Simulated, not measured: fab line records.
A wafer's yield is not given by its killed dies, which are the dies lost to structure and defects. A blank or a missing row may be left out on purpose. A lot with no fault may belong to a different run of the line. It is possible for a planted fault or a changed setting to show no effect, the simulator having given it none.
fab line records	flow sfq-line
record: lots: 6	wafers: 18	last-day: 95
route steps=325 shown M7@285 I7@296 M8@311
lots that met no fault: taken from a fault-free run of the same line
start-h: hours from the record's opening day to when the first of the lot's shown wafers began	wait-h: hours since the lot's step before	" unchanged from the row above	L1.1+2: several wafers, shown together as one row	- value missing, or start not given	* or withheld: withheld	< > ~ a bound
route shown NAME@n: names a module that has steps shown in the file, with the first one's number in the route	usual: mean and standard deviation over wafers with no fault	same: alike in all rows	chamber/n: place in a boat	sites: readings site by site	_std_site: standard deviation across them	_edge_site: outer sites' mean less inner sites'	radius-mm: for every site, how far away it sits from the centre of the wafer	mask NAME#n: copy n	behind: the tool/chamber that last shaped the wafer	hold: reason for holding the lot/hours on hold/outcome of the hold	device: names the non-switching transistor (n, p or np)	end of line: at the end of the route, the tests of the same wafers	a step without rows: its recipe alone	killed: at the first sort, the dies lost to defects and structure; wafer yield is something else	map: a wafer's dies, marking killed ones x, the rest . and places with no die _
set.NAME: the setting that was run; set.NAME@STEP: the one run at that earlier step	model.NAME: the simulator's own value behind a step, which no gauge read
certain route steps with their lots: each step a table, each wafer a row
services: from which hour (start-h, from the record's first day; less than 0 if before it) a tool's chamber was out of use, for how many hours, and why
== steps ==
step: SFQ_TRILAYER_M7_LITHO_COAT_182
recipe: resist: BARC	spin-rpm: 3000	resist-thk-nm: 62
step: SFQ_TRILAYER_M7_LITHO_COAT_177
recipe: resist: KrF	spin-rpm: 3000	resist-thk-nm: 600
step: SFQ_TRILAYER_M7_LITHO_SOFTBAKE_181
recipe: temp-c: withheld	time-s: withheld	resist: KrF
step: SFQ_TRILAYER_M7_LITHO_EXPOSE_178
recipe: mask-id: M7	na: 0.6	source-shape: conventional	sigma-outer: 0.65	target-cd-nm: 500	dose-mj: 14.4
step: SFQ_TRILAYER_M7_LITHO_PEB_180
recipe: peb-temp-c: 115	peb-time-s: 60	resist: KrF
step: SFQ_TRILAYER_M7_LITHO_DEVELOP_179
recipe: time-s: 60	resist: KrF
step: SFQ_M7_OVL_MEAS_945
usual: M7_OVL: 3/6.4
lot.wafer	tool	chamber	start-h	wait-h	M7_OVL[nm]
L937.1	overlay-02	-	2009.62	0.1	10
L937.3	"	-	"	"	2
L937.5	"	-	"	"	2
L944.3	overlay-01	-	2039.79	0.1	2
L944.4	"	-	"	"	8
L944.5	"	-	"	"	3
L945.3	overlay-01	-	2046.99	0.1	6
L945.4	"	-	"	"	0
L945.5	"	-	"	"	5
L947.1	overlay-01	-	2060.17	0.1	9
L947.5	"	-	"	"	11
L947.6	"	-	"	"	7
L952.1	overlay-02	-	2097.15	0.1	-8
L952.2	"	-	"	"	5
L952.5	"	-	"	"	8
L953.2	overlay-01	-	2098.36	0.1	-11
L953.4	"	-	"	"	-7
L953.5	"	-	"	"	-12
step: SFQ_TRILAYER_M7_BARC_OPEN_METAL_ETCH_229
recipe: mask-material: PR	chemistry: O2	target-depth-nm: 125	target: BARC	icp-w: 600	bias-w: 80	pressure-mtorr: 10	time-s: 41.7
usual: drypump-motor-current-A: 5.6/0.34	oes-product-au: 0.686/0.0047
lot.wafer	tool	chamber	start-h	wait-h	drypump-motor-current-A	oes-product-au	rf-hours-counter-h
L937.1	rie-metal-01	1	2009.66	0.0	5.4	0.687	15
L937.3	"	0	"	"	5.8	0.684	-
L937.5	"	1	"	"	5.4	0.686	-
L944.3	rie-metal-01	1	2039.83	0.0	5.4	0.682	-
L944.4	"	0	"	"	5.9	0.689	-
L944.5	"	0	"	"	5.8	0.682	-
L945.3	rie-metal-02	0	2047.03	0.0	5.4	0.694	-
L945.4	"	1	"	"	6.3	0.689	-
L945.5	"	1	"	"	6.3	0.687	-
L947.1	rie-metal-02	0	2060.21	0.0	5.4	0.682	143
L947.5	"	1	"	"	6.2	0.683	-
L947.6	"	0	"	"	5.4	0.683	-
L952.1	rie-metal-01	1	2097.19	0.0	5.4	0.686	29
L952.2	"	0	"	"	5.8	0.693	18
L952.5	"	0	"	"	5.8	0.686	-
L953.2	rie-metal-02	1	2098.39	0.0	6.2	0.691	90
L953.4	"	1	"	"	6.2	0.687	-
L953.5	"	0	"	"	5.4	0.684	-
step: SFQ_TRILAYER_M7_ETCH_METAL_ETCH_180
recipe: target: Nb	stop-on: SiO2	mask-material: PR	chemistry: Cl2/Ar	target-depth-nm: 240	icp-w: 600	bias-w: 80	pressure-mtorr: 10	time-s: 120
step: SFQ_TRILAYER_M7_STRIP_STRIP_181
recipe: gas: O2	power-w: 200	platen-temp-c: 40	overash-fraction: 0.65	chemistry: O2	pressure-mtorr: 50
usual: drypump-motor-current-A: 5.6/0.35	oes-product-au: 0.999/0.009
lot.wafer	tool	chamber	start-h	wait-h	drypump-motor-current-A	oes-product-au	rf-hours-counter-h
L937.1	rie-metal-01	1	2009.85	0.1	5.5	1.010	15
L937.3	"	0	"	"	5.8	0.998	-
L937.5	"	1	"	"	5.4	0.997	-
L944.3	rie-metal-01	1	2040.20	0.2	5.5	1.005	-
L944.4	"	0	"	"	5.9	0.994	-
L944.5	"	0	"	"	5.9	0.994	-
L945.3	rie-metal-02	0	2047.40	0.2	5.4	0.988	-
L945.4	"	1	"	"	6.3	1.012	-
L945.5	"	1	"	"	6.3	1.003	-
L947.1	rie-metal-02	0	2060.40	0.1	5.4	0.997	144
L947.5	"	1	"	"	6.2	1.000	-
L947.6	"	0	"	"	5.4	0.991	-
L952.1	rie-metal-01	1	2097.37	0.1	5.5	1.005	29
L952.2	"	0	"	"	5.9	0.996	18
L952.5	"	0	"	"	5.9	0.996	-
L953.2	rie-metal-02	1	2098.57	0.1	6.3	1.017	90
L953.4	"	1	"	"	6.2	1.009	-
L953.5	"	0	"	"	5.4	0.980	-
step: SFQ_TRILAYER_M7_STRIP_SOLV_CLEAN_182
recipe: chemistry: NMP	temp-c: 70	time-s: 600
step: SFQ_TRILAYER_I7_DEP_PECVD_183
recipe: material: SiO2	temp-c: 150	time-s: 111.11	pressure-torr: 2.4	rf-w: 183.3	precursor: SiH4/N2O	target-thk-nm: 500
usual: chamber-pressure-Torr: 2.400/0.0057	heater-power-outer-w: 28/7.9	heater-power-w: 80/11	throttle-valve-pct: 24.4/1.5
lot.wafer	tool	chamber	start-h	wait-h	chamber-pressure-Torr	heater-power-outer-w	heater-power-w	throttle-valve-pct
L937.1	pecvd-01	2	2010.62	0.0	2.399	34	89	26.1
L937.3	"	0	"	"	2.399	20	79	27.7
L937.5	"	2	"	"	2.406	35	90	26.2
L944.3	pecvd-04	2	2040.77	0.0	-	-	-	-
L944.4	"	1	"	"	-	-	-	-
L944.5	"	2	"	"	-	-	-	-
L945.3	pecvd-04	2	2048.01	0.0	-	-	-	-
L945.4	"	0	"	"	-	-	-	-
L945.5	"	2	"	"	-	-	-	-
L947.1	pecvd-04	1	2061.19	0.0	2.398	36	96	23.9
L947.5	"	2	"	"	2.396	24	73	23.8
L947.6	"	0	"	"	2.398	28	74	23.4
L952.1	pecvd-01	2	2098.15	0.0	2.402	27	80	24.0
L952.2	"	1	"	"	2.401	16	65	21.4
L952.5	"	0	"	"	2.409	23	82	23.0
L953.2	pecvd-04	2	2099.35	0.0	2.400	23	74	24.4
L953.4	"	0	"	"	2.407	28	75	23.5
L953.5	"	1	"	"	2.397	36	97	24.0
step: SFQ_TRILAYER_I7_CMP_CMP_184
recipe: material: SiO2	down-force-psi: 3	platen-rpm: 60	pad-velocity-m-s: 0.94248
usual: motor-current-A: 10.0/0.98	time-to-endpoint-s: 216/8.9
lot.wafer	tool	chamber	start-h	wait-h	motor-current-A	time-to-endpoint-s
L937.1	cmp-01	3	2016.28	5.6	9.5	207
L937.3	"	0	"	"	10.4	209
L937.5	"	3	2018.28	7.6	9.3	216
L944.3	cmp-01	1	2047.28	6.5	11.1	-
L944.4	"	2	"	"	10.1	-
L944.5	"	0	2048.78	7.9	10.9	-
L945.3	cmp-01	1	2052.28	4.2	10.5	-
L945.4	"	3	2053.28	5.2	9.3	-
L945.5	"	2	2054.78	6.7	9.6	-
L947.1	cmp-02	2	2063.64	2.4	9.0	217
L947.5	"	1	2065.14	3.9	8.4	222
L947.6	"	2	"	"	9.3	227
L952.2	cmp-01	2	2105.15	7.0	9.7	211
L952.1	"	0	2106.15	8.0	10.5	218
L952.5	"	2	2107.15	8.9	10.7	217
L953.2	cmp-01	3	2107.65	8.3	9.1	197
L953.4	"	1	2108.65	9.2	10.9	209
L953.5	"	3	2109.65	10.2	9.8	217
step: SFQ_I7_BOW_MEAS_946
recipe: mode: bow
usual: I7_BOW: 7/12
lot.wafer	tool	chamber	start-h	wait-h	I7_BOW[um]
L937.1	film-metro-04	-	2019.28	2.5	26
L937.3	"	-	"	"	20
L937.5	"	-	"	"	10
L944.3	film-metro-04	-	2049.32	1.5	14
L944.4	"	-	"	"	19
L944.5	"	-	"	"	-2
L945.3	film-metro-04	-	2055.32	2.5	8
L945.4	"	-	"	"	16
L945.5	"	-	"	"	19
L947.1	film-metro-04	-	2066.14	2.0	11
L947.5	"	-	"	"	0
L947.6	"	-	"	"	6
L952.1	film-metro-02	-	2107.65	1.0	-17
L952.2	"	-	"	"	-4
L952.5	"	-	"	"	-11
L953.2	film-metro-03	-	2110.67	2.5	1
L953.4	"	-	"	"	-12
L953.5	"	-	"	"	2
step: SFQ_TRILAYER_I7_METRO_MEASURE_185
lot.wafer	tool	chamber	start-h	wait-h
L937.1+3+5	film-metro-04	-	2019.40	0.1
L944.3+4+5	film-metro-04	-	2049.80	0.5
L945.3+4+5	film-metro-04	-	2055.80	0.5
L947.1+5+6	film-metro-04	-	2066.26	0.1
L952.1+2+5	film-metro-02	-	2107.77	0.1
L953.2+4+5	film-metro-03	-	2110.97	0.3
step: SFQ_TRILAYER_I7_VIA_LITHO_COAT_192
recipe: resist: BARC	spin-rpm: 3000	resist-thk-nm: 62
step: SFQ_TRILAYER_I7_VIA_LITHO_COAT_187
recipe: resist: KrF	spin-rpm: 3000	resist-thk-nm: 650
step: SFQ_TRILAYER_I7_VIA_LITHO_SOFTBAKE_191
recipe: temp-c: withheld	time-s: withheld	resist: KrF
step: SFQ_TRILAYER_I7_VIA_LITHO_EXPOSE_188
recipe: mask-id: I7	na: 0.6	source-shape: conventional	sigma-outer: 0.65	target-cd-nm: 1000	dose-mj: 21.3
step: SFQ_TRILAYER_I7_VIA_LITHO_PEB_190
recipe: peb-temp-c: 115	peb-time-s: 60	resist: KrF
step: SFQ_TRILAYER_I7_VIA_LITHO_DEVELOP_189
recipe: time-s: 60	resist: KrF
step: SFQ_I7_OVL_MEAS_947
usual: I7_OVL: 1/6
lot.wafer	tool	chamber	start-h	wait-h	I7_OVL[nm]
L937.1	overlay-02	-	2092.35	0.1	-8
L937.3	"	-	"	"	-3
L937.5	"	-	"	"	-2
L944.3	overlay-01	-	2129.57	0.1	-4
L944.4	"	-	"	"	-3
L944.5	"	-	"	"	-5
L945.3	overlay-01	-	2138.09	0.1	-4
L945.4	"	-	"	"	-6
L945.5	"	-	"	"	-11
L947.1	overlay-01	-	2150.24	0.1	3
L947.5	"	-	"	"	-4
L947.6	"	-	"	"	5
L952.1	overlay-01	-	2189.84	0.1	0
L952.2	"	-	"	"	12
L952.5	"	-	"	"	6
L953.2	overlay-02	-	2191.05	0.1	-9
L953.4	"	-	"	"	-3
L953.5	"	-	"	"	0
step: SFQ_TRILAYER_I7_VIA_BARC_OPEN_VIA_ETCH_260
recipe: mask-material: PR	chemistry: O2	target-depth-nm: 125	target: BARC	source-w: 500	bias-w: 80	pressure-mtorr: 30	time-s: 41.7
usual: drypump-motor-current-A: 5.65/0.28	oes-product-au: 0.685/0.0048
lot.wafer	tool	chamber	start-h	wait-h	drypump-motor-current-A	oes-product-au	rf-hours-counter-h
L937.1	rie-diel-02	3	2092.39	0.0	6.01	0.683	11
L937.3	"	1	"	"	5.86	0.697	6
L937.5	"	3	"	"	6.00	0.688	-
L944.3	rie-diel-03	2	2129.59	0.0	5.54	0.687	7
L944.4	"	3	"	"	5.93	0.672	15
L944.5	"	1	"	"	5.75	0.691	-
L945.3	rie-diel-02	3	2138.11	0.0	6.03	0.683	12
L945.4	"	1	"	"	5.83	0.684	6
L945.5	"	3	"	"	6.02	0.687	-
L947.1	rie-diel-03	0	2150.28	0.0	5.65	0.690	0
L947.5	"	3	"	"	5.96	0.689	-
L947.6	"	2	"	"	5.54	0.679	-
L952.1	rie-diel-01	1	2189.88	0.0	5.27	0.678	0
L952.2	"	0	"	"	5.38	0.687	1
L952.5	"	2	"	"	6.05	0.685	-
L953.2	rie-diel-03	3	2191.08	0.0	5.94	0.688	16
L953.4	"	0	"	"	5.67	0.690	1
L953.5	"	0	"	"	5.64	0.693	-
step: SFQ_TRILAYER_I7_VIA_ETCH_VIA_ETCH_190
recipe: target: SiO2	stop-on: Nb	mask-material: PR	taper-deg: 20	chemistry: CHF3	target-depth-nm: 260	source-w: 500	bias-w: 80	pressure-mtorr: 30	time-s: withheld
usual: drypump-motor-current-A: 5.65/0.28	oes-product-au: 0.855/0.0056
lot.wafer	tool	chamber	start-h	wait-h	drypump-motor-current-A	oes-product-au	model.etch.depth-nm
L937.1	rie-diel-02	3	2092.43	0.0	6.02	0.849	198.9
L937.3	"	1	"	"	5.87	0.852	199.2
L937.5	"	3	"	"	6.00	0.852	199.5
L944.3	rie-diel-03	2	2129.63	0.0	5.53	0.382	0
L944.4	"	3	"	"	5.97	0.377	0
L944.5	"	1	"	"	5.72	0.382	0
L945.3	rie-diel-02	3	2138.15	0.0	6.03	0.381	0
L945.4	"	1	"	"	5.84	0.381	0
L945.5	"	3	"	"	5.99	0.378	0
L947.1	rie-diel-03	0	2150.32	0.0	5.65	0.855	200.7
L947.5	"	3	"	"	5.91	0.858	199.3
L947.6	"	2	"	"	5.52	0.852	200.2
L952.1	rie-diel-01	1	2189.92	0.0	5.29	0.855	198.8
L952.2	"	0	"	"	5.37	0.848	198
L952.5	"	2	"	"	6.04	0.852	198.6
L953.2	rie-diel-03	3	2191.12	0.0	5.90	0.852	200.3
L953.4	"	0	"	"	5.65	0.857	201
L953.5	"	0	"	"	5.67	0.857	199.6
step: SFQ_TRILAYER_I7_VIA_STRIP_STRIP_191
recipe: gas: O2	power-w: 200	platen-temp-c: 40	overash-fraction: 0.65	chemistry: O2	pressure-mtorr: 50
usual: drypump-motor-current-A: 5.7/0.37	oes-product-au: 1.003/0.0096
lot.wafer	tool	chamber	start-h	wait-h	drypump-motor-current-A	oes-product-au	rf-hours-counter-h
L937.1	rie-metal-01	0	2092.54	-	5.9	0.997	17
L937.3	"	0	"	"	5.9	0.996	-
L937.5	"	1	"	"	5.5	1.015	-
L944.3	rie-metal-03	1	2129.94	-	5.3	1.001	-
L944.4	"	0	"	"	5.4	1.015	-
L944.5	"	0	"	"	5.4	1.008	-
L945.3	rie-metal-03	0	2138.47	-	5.4	0.995	-
L945.4	"	1	"	"	5.3	0.993	-
L945.5	"	1	"	"	5.3	0.986	-
L947.1	rie-metal-04	0	2150.43	-	6.2	1.004	26
L947.5	"	0	"	"	6.2	1.009	-
L947.6	"	1	"	"	6.1	1.001	-
L952.1	rie-metal-01	0	2190.03	-	5.9	0.999	28
L952.2	"	1	"	"	5.5	1.006	39
L952.5	"	0	"	"	5.9	1.013	-
L953.2	rie-metal-03	1	2191.23	-	5.3	0.992	117
L953.4	"	0	"	"	5.4	0.986	-
L953.5	"	1	"	"	5.3	0.987	-
step: SFQ_TRILAYER_I7_VIA_STRIP_SOLV_CLEAN_192
recipe: chemistry: NMP	temp-c: 70	time-s: 600
step: SFQ_TRILAYER_M8_LITHO_LOR_COAT_197
recipe: resist: lift-off	spin-rpm: 3000
step: SFQ_TRILAYER_M8_LITHO_LOR_BAKE_198
recipe: resist: lift-off	temp-c: withheld	time-s: withheld
step: SFQ_TRILAYER_M8_LITHO_COAT_193
recipe: resist: KrF	spin-rpm: 3000	resist-thk-nm: 600
step: SFQ_TRILAYER_M8_LITHO_SOFTBAKE_199
recipe: temp-c: withheld	time-s: withheld	resist: KrF
step: SFQ_TRILAYER_M8_LITHO_EXPOSE_194
recipe: mask-id: M8	na: 0.6	source-shape: conventional	sigma-outer: 0.65	target-cd-nm: 2000	dose-mj: 14.4
usual: exposure-dose-mJ-cm2: 14.402/0.015	focus-offset-nm: -0.1/0.54
lot.wafer	tool	chamber	start-h	wait-h	mask	exposure-dose-mJ-cm2	focus-offset-nm
L937.1	krf-scanner-02	0	2094.62	-	M8#0	14.417	0.6
L937.3	"	0	"	"	M8#0	14.403	-0.1
L937.5	"	0	"	"	M8#0	14.394	-0.1
L944.3	krf-scanner-01	-	2132.93	-	M8#0	-	-
L944.4	"	-	"	"	M8#0	-	-
L944.5	"	-	"	"	M8#0	-	-
L945.3	krf-scanner-01	-	2140.74	-	M8#0	-	-
L945.4	"	-	"	"	M8#0	-	-
L945.5	"	-	"	"	M8#0	-	-
L947.1	krf-scanner-01	0	2216.36	-	M8#0	14.411	0.7
L947.5	"	0	"	"	M8#0	14.410	-0.2
L947.6	"	0	"	"	M8#0	14.415	0.4
L952.1	krf-scanner-02	0	2268.61	-	M8#0	14.424	0.1
L952.2	"	0	"	"	M8#0	14.400	-0.3
L952.5	"	0	"	"	M8#0	14.411	-0.1
L953.2	krf-scanner-02	0	2270.01	-	M8#0	14.420	-0.2
L953.4	"	0	"	"	M8#0	14.406	0.1
L953.5	"	0	"	"	M8#0	14.400	0.2
step: SFQ_TRILAYER_M8_LITHO_PEB_196
recipe: peb-temp-c: 115	peb-time-s: 60	resist: KrF
step: SFQ_TRILAYER_M8_LITHO_DEVELOP_195
recipe: img-clear-s: 15	time-s: 55	resist: KrF
step: SFQ_M8_OVL_MEAS_948
usual: M8_OVL: -1/6.7
lot.wafer	tool	chamber	start-h	wait-h	M8_OVL[nm]
L937.1	overlay-02	-	2096.11	0.1	-12
L937.3	"	-	"	"	-8
L937.5	"	-	"	"	-5
L944.3	overlay-01	-	2134.03	0.1	-
L944.4	"	-	"	"	-
L944.5	"	-	"	"	-
L945.3	overlay-01	-	2141.85	0.1	-
L945.4	"	-	"	"	-
L945.5	"	-	"	"	-
L947.1	overlay-02	-	2217.85	0.1	-7
L947.5	"	-	"	"	-11
L947.6	"	-	"	"	-16
L952.1	overlay-01	-	2270.10	0.1	2
L952.2	"	-	"	"	-11
L952.5	"	-	"	"	3
L953.2	overlay-01	-	2271.30	0.1	0
L953.4	"	-	"	"	-1
L953.5	"	-	"	"	-3
step: SFQ_TRILAYER_M8_DEP_EVAP_197
recipe: material: Ti	angular-spread-deg: 1	target-thk-nm: 20	time-s: 100	power-w: 2000
step: SFQ_TRILAYER_M8_DEP_EVAP_198
recipe: material: Pt	angular-spread-deg: 1	target-thk-nm: 50	time-s: 250	power-w: 2000
step: SFQ_TRILAYER_M8_DEP_EVAP_196
recipe: material: Au	angular-spread-deg: 1	target-thk-nm: 180	time-s: 900	power-w: 2000
step: SFQ_M8_RS_MEAS_949
recipe: thk-meas-gauge: four-point-probe	reads: Au_of_TRILAYER_M8_DEP_EVAP_196+Pt_of_TRILAYER_M8_DEP_EVAP_198+Ti_of_TRILAYER_M8_DEP_EVAP_197
usual: M8_AU_RS: 0.1534/0.0018
lot.wafer	tool	chamber	start-h	wait-h	M8_AU_RS[ohm/sq]
L937.1	film-metro-01	-	2096.89	0.3	0.1530
L937.3	"	-	"	"	0.1512
L937.5	"	-	"	"	0.1542
L944.3	film-metro-01	-	2134.84	0.3	0.1498
L944.4	"	-	"	"	0.1513
L944.5	"	-	"	"	0.1494
L945.3	film-metro-01	-	2142.65	0.3	0.1550
L945.4	"	-	"	"	0.1546
L945.5	"	-	"	"	0.1522
L947.1	film-metro-01	-	2218.64	0.3	0.1540
L947.5	"	-	"	"	0.1519
L947.6	"	-	"	"	0.1544
L952.1	film-metro-03	-	2270.88	0.3	0.1534
L952.2	"	-	"	"	0.1554
L952.5	"	-	"	"	0.1542
L953.2	film-metro-03	-	2272.10	0.3	0.1552
L953.4	"	-	"	"	0.1540
L953.5	"	-	"	"	0.1548
step: SFQ_M8_THK_MEAS_950
recipe: thk-meas-gauge: xrf	reads: Au_of_TRILAYER_M8_DEP_EVAP_196
usual: M8_AU_THK: 175.4/2.3
lot.wafer	tool	chamber	start-h	wait-h	M8_AU_THK[nm]
L937.1	film-metro-01	-	2097.01	0.1	174.8
L937.3	"	-	"	"	176.8
L937.5	"	-	"	"	174.3
L944.3	film-metro-01	-	2134.94	0.1	179.9
L944.4	"	-	"	"	177.2
L944.5	"	-	"	"	179.6
L945.3	film-metro-01	-	2142.75	0.1	172.6
L945.4	"	-	"	"	172.9
L945.5	"	-	"	"	176.3
L947.1	film-metro-01	-	2218.76	0.1	173.0
L947.5	"	-	"	"	176.4
L947.6	"	-	"	"	173.2
L952.1	film-metro-03	-	2271.00	0.1	176.4
L952.2	"	-	"	"	173.8
L952.5	"	-	"	"	174.4
L953.2	film-metro-03	-	2272.21	0.1	173.9
L953.4	"	-	"	"	175.1
L953.5	"	-	"	"	174.7
step: SFQ_TRILAYER_M8_LIFTOFF_LIFTOFF_197
recipe: temp-c: 80	time-s: 600	chemistry: NMP
step: SFQ_M8_BOW_MEAS_951
recipe: mode: bow
usual: M8_BOW: 8/12
lot.wafer	tool	chamber	start-h	wait-h	M8_BOW[um]	model.etest.m8.ohm-sq	model.etest.i7.link-ohm
L937.1	film-metro-03	-	2097.24	0.0	25	0.1533	1.048
L937.3	"	-	"	"	20	0.1514	1.05
L937.5	"	-	"	"	10	0.1542	1.045
L944.3	film-metro-03	-	2135.20	0.0	14	1e+06	1e+06
L944.4	"	-	"	"	21	1e+06	1e+06
L944.5	"	-	"	"	-1	1e+06	1e+06
L945.3	film-metro-03	-	2143.01	0.0	8	1e+06	1e+06
L945.4	"	-	"	"	17	1e+06	1e+06
L945.5	"	-	"	"	21	1e+06	1e+06
L947.1	film-metro-04	-	2218.99	0.0	13	0.154	1.054
L947.5	"	-	"	"	2	0.1515	1.041
L947.6	"	-	"	"	8	0.1542	1.042
L952.1	film-metro-04	-	2271.23	0.0	-14	0.1533	1.06
L952.2	"	-	"	"	-3	0.1553	1.062
L952.5	"	-	"	"	-10	0.1541	1.058
L953.2	film-metro-01	-	2272.63	0.0	1	0.1549	1.041
L953.4	"	-	"	"	-14	0.154	1.046
L953.5	"	-	"	"	1	0.1545	1.038
== services ==
tool	chamber	start-h	hours	kind
cmp-01	-	2015.16	0.5	repair
rie-diel-02	1	2030.80	7.1	repair
pecvd-04	1	2045.83	2.4	repair
rie-diel-03	1	2056.61	4.1	repair
cmp-01	-	2066.09	0.5	repair
rie-metal-02	-	2067.98	1.4	repair
pecvd-04	2	2069.58	9.5	repair
pecvd-04	-	2071.04	2.2	repair
film-metro-04	-	2071.10	1.0	pm
rie-diel-03	2	2080.77	5.8	repair
cmp-01	-	2084.51	5.1	pm
rie-diel-02	0	2084.85	5.8	repair
rie-diel-03	-	2094.65	4.0	pm
film-metro-04	-	2101.21	111.6	repair
cmp-01	-	2111.46	7.1	repair
cmp-01	-	2127.75	2.0	repair
rie-diel-02	1	2130.49	4.6	repair
pecvd-04	0	2135.25	24.7	repair
rie-metal-02	-	2137.86	28.1	pm
rie-metal-02	-	2165.96	2.8	pm
cmp-01	-	2179.28	0.7	repair
rie-diel-03	2	2197.22	13.7	repair
rie-diel-03	-	2210.65	15.6	pm
cmp-01	-	2231.28	0.3	repair
== key ==
first-sign: step: SFQ_TRILAYER_I7_DEP_PECVD_183	reading: tool-record	direction: missing
effect: step: SFQ_TRILAYER_I7_VIA_ETCH_VIA_ETCH_190	reading: oes-product-au	direction: down	sigmas: 85	usual: 0.855	struck: 0.380
effect: step: SFQ_TRILAYER_M8_LITHO_EXPOSE_194	reading: tool-record	direction: missing
effect: step: SFQ_M8_OVL_MEAS_948	reading: M8_OVL	direction: missing
model-effect: step: SFQ_TRILAYER_I7_VIA_ETCH_VIA_ETCH_190	value: etch.depth-nm	without: 199.6	struck: 0
model-effect: step: SFQ_M8_BOW_MEAS_951	value: etest.m8.ohm-sq	without: 0.1521	struck: 1e+06
met-at SFQ_TRILAYER_I7_DEP_PECVD_183
struck-wafers L944.3,L944.4,L944.5,L945.3,L945.4,L945.5
fault: kind: skipped-step-whole	tool: pecvd-04	chamber: -	onset-h: 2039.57	steps: SFQ_TRILAYER_I7_DEP_PECVD_183	scope: struck-lots-only
